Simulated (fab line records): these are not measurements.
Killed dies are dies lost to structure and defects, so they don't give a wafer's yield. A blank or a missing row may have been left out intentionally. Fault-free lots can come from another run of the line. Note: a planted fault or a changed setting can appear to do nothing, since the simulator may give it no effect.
Chamber matching	flow gf180mcu	GF_MIM_CVD_05 on pecvd-01 has 3 sister chambers
The step deposits Si3N4, target thk 42 nm, time 29.086 s. 6 wafers are shown with their chamber, then 7 later ones without.

## WAFERS WITH THEIR CHAMBER
wafer	chamber	heater-power-w (W)
L891.5	1	632
L902.1	0	670
L902.2	2	605
L902.3	1	621
L903.4	0	591
L903.5	2	649

## WAFERS WITH NO CHAMBER GIVEN
wafer	heater-power-w (W)
L903.6	512
L905.2	664
L905.4	526
L905.5	628
L908.3	617
L908.4	635
L908.6	599

## EACH ONE'S CHAMBER
wafer	from the rows above	in truth
L903.6	can't be placed: 1 or 2 or 0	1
L905.2	can't be placed: 0 or 2 or 1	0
L905.4	can't be placed: 1 or 2 or 0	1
L905.5	can't be placed: 2 or 1 or 0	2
L908.3	can't be placed: 1 or 2 or 0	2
L908.4	can't be placed: 0 or 2 or 1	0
L908.6	can't be placed: 1 or 2 or 0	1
Correctly placed: 0 of 7. Can't be placed from these rows: 7 (the true chamber is among the candidates in 7). Number placed wrongly: 0.
How it was worked out, from the rows above alone: a wafer's distance from a chamber is the root of the sum, over the readings, of the square of ((its reading less the chamber's mean) divided by the reading's scatter). The wafer belongs to the nearest chamber; if the next one is less than 2 further off, it can't be placed. The mean given for a chamber averages the wafers shown for that chamber. How the scatter is found: for the shown wafers, subtract from each reading the mean of its chamber, square and add these, divide the total by (wafers less chambers), then take the root.
